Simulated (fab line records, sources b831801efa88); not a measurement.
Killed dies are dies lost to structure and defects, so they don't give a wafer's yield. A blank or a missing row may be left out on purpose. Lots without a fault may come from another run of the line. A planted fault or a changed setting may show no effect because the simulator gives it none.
One fault seen from 2 desks | flow gf180mcu | each desk has only its own numbers; what lay behind them comes last

THE TOOL OWNER'S DESK: cvd_w-01
The tool's own readings at GF_CONTACT_CVD_24 (deposits W, target thk 300 nm, time 90.339 s): means of the sampled wafers that have a number, for each lot that ran on this tool. A lot is out of limits, marked OUT, if its mean lies more than 4 standard deviations from the usual mean; the brackets give that distance.
Columns: A = heater_power_w at GF_CONTACT_CVD_24, usual 876 W
lot  | first seen here | A
L523 | day 16 16:51    | 806
L528 | day 18 12:10    | 830
L527 | day 18 16:16    | 842
L531 | day 19 16:19    | 826
L539 | day 22 11:43    | 852
L541 | day 23 02:09    | 842
This desk's finding: nothing out of limits on any of the 6 lots.

THE METROLOGY DESK
What the gauges read, lot by lot, whatever tool the lot ran on: means of the sampled wafers that have a number. A lot is out of limits, marked OUT, if its mean lies more than 4 standard deviations from the usual mean; the brackets give that distance.
Columns: A = SAB_OVL at GF_SAB_OVL_MEAS_10, usual 0.0 nm; B = CONTACT_W_RS at GF_CONTACT_RS_MEAS_25, usual 0.384 ohm/sq; C = CONTACT_W_THK at GF_CONTACT_THK_MEAS_26, usual 303 nm; D = V1_OVL at GF_V1_OVL_MEAS_15, usual -2 nm
lot  | first seen here | A    | B                | C              | D
L523 | day 15 15:43    | -1.6 | 0.377            | 309            | -3
L525 | day 16 17:08    | -0.3 | 0.381            | 308            | -7
L528 | day 17 10:49    | 0.3  | 0.386            | 300            | -2
L527 | day 17 14:31    | 1.7  | 0.387            | 298            | -13
L529 | day 17 17:46    | 2.1  | 0.381            | 304            | -10
L530 | day 18 04:19    | 2.1  | 0.379            | 312            | -1
L531 | day 18 13:40    | 0.5  | 0.383            | 305            | -11
L532 | day 18 21:46    | -3.7 | 0.382            | 308            | -2
L539 | day 21 09:19    | 1.1  | 0.405 (+5.6) OUT | 283 (-4.5) OUT | 3
L541 | day 22 00:39    | 0.2  | 0.404 (+5.3) OUT | 286            | 3
L542 | day 22 06:18    | -3.4 | 0.387            | 303            | -2
L545 | day 23 08:19    | -2.8 | 0.384            | 305            | -2
L546 | day 23 12:25    | -0.7 | 0.381            | 300            | 0
This desk's finding: out of limits on L539, L541; first on L539, day 22 11:50 (CONTACT_W_RS at GF_CONTACT_RS_MEAS_25). In limits: L523, L525, L528, L527, L529, L530, L531, L532, L542, L545, L546.

PUT TOGETHER
The metrology desk could have raised an alarm at day 22 11:50, on L539, L541.
The tool owner's desk saw nothing out of limits.
The tool owner's desk has L539, L541 on record, within its limits.
Of the lots named, all ran GF_CONTACT_CVD_24 on cvd_w-01.

WHAT THE SIMULATOR HAD PUT IN
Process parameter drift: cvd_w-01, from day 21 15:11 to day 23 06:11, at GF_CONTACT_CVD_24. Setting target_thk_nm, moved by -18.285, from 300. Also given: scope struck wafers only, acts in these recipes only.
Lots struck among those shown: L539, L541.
Hours from the fault's start to each desk's first reading out of limits: the metrology desk, 21.
